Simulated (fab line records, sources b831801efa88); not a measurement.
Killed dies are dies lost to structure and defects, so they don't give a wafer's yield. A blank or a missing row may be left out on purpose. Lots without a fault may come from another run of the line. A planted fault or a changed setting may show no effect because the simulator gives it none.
fab line records | flow sky130
record lots=6 wafers=18 last_day=50
route steps=708 shown LDD_P@264 LDD_HVN@267 PAD_OPEN@708
lots that met no fault: from a run of the same line without faults
start_h: hours from the record's first day to the start of the lot's first wafer shown | wait_h: hours since the lot's step before | " the same as in the row above | L1.1+2: a row that stands for several wafers | - no value, or no start given | * or withheld: withheld | < > ~ a bound
route shown NAME@n: a module of which the file shows steps, and the number in the route of the first | usual: mean/standard deviation of fault-free wafers | same: alike in all rows | chamber/n: place in a boat | sites: the reading at each site | _std_site: their standard deviation | _edge_site: outer sites' mean less inner sites' | radius_mm: how far each site lies from the wafer's centre | mask NAME#n: copy n | behind: the tool/chamber that last shaped the wafer | hold: why the lot was held/for how many hours/how that ended | device: the transistor (n, p or np) that didn't switch | end of line: the same wafers' tests at the end of the route | a step without rows: its recipe alone | killed: dies lost to structure and defects at the first sort, not the wafer's yield | map: a wafer's dies, x killed, . not, _ none there
set.NAME: the setting as run; set.NAME@STEP: as run at that earlier step | model.NAME: the simulator's own value behind a step, which no gauge read
lots at some steps of the route; a table a step, a row a wafer
services: from which hour (start_h, from the record's first day; less than 0 if before it) a tool's chamber was out of use, for how many hours, and why
## steps
# step SKY_LDD_P_IMPLANT_09
# recipe species=BF2 energy_kev=25 dose_cm2=1e+13 tilt_deg=withheld
# step SKY_LDD_P_STRIP_10
# recipe chemistry=O2/N2 power_w=1400 pressure_mtorr=1500 platen_temp_c=withheld o2_flow_sccm=3000 n2_flow_sccm=300 overash_fraction=0.5
# usual chamber_pressure_mTorr=1500.0/1.3 drypump_motor_current_A=5.69/0.18 oes_product_au=0.715/0.0045 strip_time_to_endpoint_s=14.18/0.044
# columns lot.wafer tool chamber start_h wait_h chamber_pressure_mTorr drypump_motor_current_A oes_product_au rf_hours_counter_h strip_time_to_endpoint_s
L718.1 plasma_asher-03 1 482.50 0.1 1497.9 5.90 0.720 5 14.14
L718.5 " 0 " " 1502.4 5.54 0.710 - 14.11
L718.6 " 1 " " 1501.2 5.92 0.714 - 14.15
L720.3 plasma_asher-01 1 498.25 0.1 1498.4 5.48 0.713 - 14.17
L720.4 " 0 " " 1496.2 5.94 0.722 - 14.17
L720.6 " 1 " " 1501.6 5.45 0.713 - 14.19
L725.1 plasma_asher-01 1 542.97 0.1 1500.7 5.45 0.712 84 14.14
L725.2 " 0 " " 1503.1 5.97 0.716 84 14.18
L725.4 " 1 " " 1499.0 5.47 0.709 - 14.18
L731.1 plasma_asher-01 0 590.88 0.1 1502.6 5.93 0.715 89 14.18
L731.5 " 0 " " 1498.7 5.95 0.704 - 14.17
L731.6 " 1 " " 1499.8 5.45 0.717 - 14.20
L734.2 plasma_asher-03 0 615.78 0.1 1500.1 5.53 0.724 17 14.17
L734.4 " 1 " " 1499.8 5.90 0.722 - 14.16
L734.6 " 1 " " 1502.0 5.92 0.712 - 14.17
L733.3 plasma_asher-03 0 617.58 0.1 1500.6 5.54 0.722 - 14.19
L733.5 " 0 " " 1500.5 5.52 0.714 - 14.21
L733.6 " 1 " " 1500.4 5.89 0.716 - 14.20
# step SKY_LDD_P_TW_MEAS_11
# usual LDD_P_TW=635/12
# columns lot.wafer tool chamber start_h wait_h LDD_P_TW
L718.1 film_metro-01 - 482.60 0.1 626
L718.5 " - " " 623
L718.6 " - " " 622
L720.3 film_metro-04 - 498.34 0.1 645
L720.4 " - " " 650
L720.6 " - " " 649
L725.1 film_metro-04 - 543.07 0.1 649
L725.2 " - " " 648
L725.4 " - " " 656
L731.1 film_metro-01 - 590.98 0.1 622
L731.5 " - " " 621
L731.6 " - " " 622
L734.2 film_metro-04 - 615.89 0.1 654
L734.4 " - " " 651
L734.6 " - " " 653
L733.3 film_metro-01 - 617.67 0.1 626
L733.5 " - " " 623
L733.6 " - " " 627
# step SKY_LDD_HVN_DEHYDRATE_00
# recipe temp_c=200 time_s=60
# step SKY_LDD_HVN_HMDS_01
# recipe prime_time_s=60 prime_temp_c=120
# step SKY_LDD_HVN_COAT_02
# recipe resist=NOVOLAK spin_rpm=3000 resist_thk_nm=300
# step SKY_LDD_HVN_SOFTBAKE_03
# recipe temp_c=90 time_s=60 resist=NOVOLAK
# step SKY_LDD_HVN_EXPOSE_04
# recipe mask_id=HVNTM na=0.6 source_shape=conventional sigma_outer=0.6 polarization=unpolarized target_cd_nm=700 dose_mj=127
# step SKY_LDD_HVN_PEB_05
# recipe temp_c=withheld time_s=* resist=NOVOLAK
# step SKY_LDD_HVN_DEVELOP_06
# recipe resist=NOVOLAK developer=TMAH develop_time_s=60 dev_temp_c=23
# step SKY_LDD_HVN_OVL_MEAS_07
# usual LDD_HVN_OVL=-0.5/1.7
# columns lot.wafer tool chamber start_h wait_h LDD_HVN_OVL[nm]
L718.1 overlay-02 - 512.88 0.1 -1.8
L718.5 " - " " -0.6
L718.6 " - " " -0.2
L720.3 overlay-02 - 528.69 0.1 -1.6
L720.4 " - " " 0.8
L720.6 " - " " 0.2
L725.1 overlay-01 - 572.84 0.1 -0.5
L725.2 " - " " 0.7
L725.4 " - " " 0.1
L731.1 overlay-02 - 619.44 0.1 -1.3
L731.5 " - " " -2.5
L731.6 " - " " 0.0
L734.2 overlay-01 - 645.12 0.1 2.1
L734.4 " - " " 2.8
L734.6 " - " " 3.1
L733.3 overlay-02 - 647.23 0.1 -2.0
L733.5 " - " " -1.7
L733.6 " - " " -2.5
# step SKY_LDD_HVN_IMPLANT_08
# recipe species=P energy_kev=60 dose_cm2=3e+13 tilt_deg=40
# step SKY_LDD_HVN_STRIP_09
# recipe chemistry=O2/N2 power_w=1400 pressure_mtorr=1500 platen_temp_c=withheld o2_flow_sccm=3000 n2_flow_sccm=300 overash_fraction=0.5
# usual chamber_pressure_mTorr=1500.0/1.4 drypump_motor_current_A=5.5/0.31 oes_product_au=0.408/0.005 strip_time_to_endpoint_s=4.131/0.013
# columns lot.wafer tool chamber start_h wait_h chamber_pressure_mTorr drypump_motor_current_A oes_product_au rf_hours_counter_h strip_time_to_endpoint_s
L718.1 plasma_asher-02 1 513.07 0.1 1498.5 5.6 0.408 39 4.130
L718.5 " 1 " " 1500.6 5.6 0.407 - 4.127
L718.6 " 0 " " 1499.1 5.7 0.410 - 4.128
L720.3 plasma_asher-04 0 528.90 0.1 1497.8 5.4 0.407 - 4.141
L720.4 " 1 " " 1500.1 4.9 0.411 - 4.132
L720.6 " 1 " " 1498.2 4.9 0.406 - 4.125
L725.1 plasma_asher-02 1 573.03 0.1 1500.6 5.6 0.400 45 4.136
L725.2 " 0 " " 1500.4 5.7 0.404 45 4.137
L725.4 " 1 " " 1500.4 5.6 0.413 - 4.123
L731.1 plasma_asher-02 1 619.63 0.1 1500.3 5.6 0.415 50 3.872
L731.5 " 1 " " 1501.4 5.6 0.420 - 3.864
L731.6 " 0 " " 1499.6 5.7 0.407 - 3.852
L734.2 plasma_asher-04 0 645.30 0.1 1499.0 5.4 0.407 85 4.115
L734.4 " 0 " " 1501.4 5.4 0.400 - 4.105
L734.6 " 1 " " 1500.0 4.9 0.407 - 4.130
L733.3 plasma_asher-02 0 647.43 0.1 1500.4 5.7 0.412 - 3.883
L733.5 " 0 " " 1499.9 5.6 0.406 - 3.862
L733.6 " 1 " " 1500.2 5.6 0.418 - 3.856
# step SKY_LDD_HVN_TW_MEAS_10
# usual LDD_HVN_TW=1429/14
# columns lot.wafer tool chamber start_h wait_h LDD_HVN_TW
L718.1 film_metro-01 - 513.17 0.1 1422
L718.5 " - " " 1422
L718.6 " - " " 1429
L720.3 film_metro-03 - 528.99 0.1 1444
L720.4 " - " " 1447
L720.6 " - " " 1438
L725.1 film_metro-03 - 573.13 0.1 1443
L725.2 " - " " 1450
L725.4 " - " " 1453
L731.1 film_metro-02 - 619.73 0.1 1419
L731.5 " - " " 1411
L731.6 " - " " 1413
L734.2 film_metro-02 - 645.41 0.1 1427
L734.4 " - " " 1418
L734.6 " - " " 1422
L733.3 film_metro-01 - 647.52 0.1 1416
L733.5 " - " " 1414
L733.6 " - " " 1421
# step SKY_PAD_OPEN_PROBE_99
# usual killed_at_M0_to_M3=44/7.2 killed_at_M4_up=3.0/1.9 killed_at_contacts=25/4.8 killed_at_front_end=16/4.2 killed_at_other=0.2/0.44 killed_dies=88/9.3 killed_open=48/7.1 killed_short=40/6.5
# same gross_dies=492 killed_at_back_side=0
# columns lot.wafer tool chamber start_h wait_h killed_at_M0_to_M3 killed_at_M4_up killed_at_contacts killed_at_front_end killed_at_other killed_dies killed_open killed_short
L718.1 prober-02 - 1107.18 0.1 58 2 23 21 0 104 65 39
L718.5 prober-02 - 1107.38 0.2 50 0 21 21 1 93 46 47
L718.6 prober-02 - 1107.43 0.2 49 2 23 18 0 92 62 30
L720.3 prober-02 - 1118.81 0.2 57 5 36 12 1 111 57 54
L720.4 prober-02 - 1118.86 0.2 33 1 20 14 0 68 40 28
L720.6 prober-02 - 1118.96 0.2 47 4 23 11 0 85 50 35
# killed by level:class
L718.1 VIA1:geometric_particle:open=19 LI_CONTACT:geometric_particle:open=9 CONTACT:geometric_particle:open=7 VIA2:geometric_particle:short=7 VIA3:geometric_particle:open=7 FIELD_ISO:geometric_particle:open=6 METAL1:geometric_particle:short=6 VIA2:geometric_particle:open=6
L718.5 VIA1:geometric_particle:open=12 VIA2:geometric_particle:open=8 CONTACT:geometric_particle:open=7 LI_CONTACT:geometric_particle:open=6 VIA1:geometric_particle:short=6 VIA3:geometric_particle:short=6 FIELD_ISO:geometric_particle:short=5 POLY_GATE:geometric_particle:short=5
L718.6 VIA1:geometric_particle:open=12 CONTACT:geometric_particle:open=12 VIA2:geometric_particle:open=11 POLY_GATE:geometric_particle:short=7 VIA3:geometric_particle:open=7 POLY_GATE:geometric_particle:open=6 LI_CONTACT:geometric_particle:open=5 VIA2:geometric_particle:short=4
L720.3 VIA1:geometric_particle:open=15 METAL2:geometric_particle:short=11 CONTACT:geometric_particle:open=11 LI_CONTACT:geometric_particle:open=10 VIA2:geometric_particle:open=7 LOCAL_INTERCONNECT:geometric_particle:short=6 FIELD_ISO:geometric_particle:short=5 CONTACT:geometric_particle:short=5
L720.4 VIA1:geometric_particle:open=10 CONTACT:geometric_particle:open=9 FIELD_ISO:geometric_particle:open=6 VIA1:geometric_particle:short=5 VIA2:geometric_particle:open=5 LI_CONTACT:geometric_particle:short=4 METAL2:geometric_particle:short=4 LI_CONTACT:geometric_particle:open=3
L720.6 VIA1:geometric_particle:open=13 VIA3:geometric_particle:open=11 METAL1:geometric_particle:short=8 CONTACT:geometric_particle:open=7 CONTACT:geometric_particle:short=5 VIA2:geometric_particle:open=5 LI_CONTACT:geometric_particle:short=4 LI_CONTACT:geometric_particle:open=4
## services
# columns tool chamber start_h hours kind
plasma_asher-04 - 534.79 4.5 repair
plasma_asher-03 - 555.32 2.6 repair
plasma_asher-03 - 586.27 9.3 repair
plasma_asher-04 - 624.06 4.9 repair
plasma_asher-03 - 642.71 2.8 pm
plasma_asher-03 - 646.87 0.6 repair
## key
first_sign step=SKY_LDD_HVN_STRIP_09 reading=strip_time_to_endpoint_s direction=down sigmas=20 usual=* struck=*
effect none on later readings
met_at SKY_LDD_HVN_STRIP_09
struck_wafers L731.1,L731.5,L731.6,L733.3,L733.5,L733.6
tester_left_out L731,L733
onset_between 573.03 619.63
fault kind=process_parameter_drift tool=plasma_asher-02 chamber=- onset_h=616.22 steps=SKY_LDD_HVN_STRIP_09 channel=power_w offset=* shape=step end_h=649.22 acts_in=* stated=*
# tester_left_out: of these lots the tester's yield and bins aren't shown, on N5 and GAA mostly nor the transistor test; their killed dies are dies lost to structure and defects alone, not to doping, threshold or leakage, so they don't give the yield
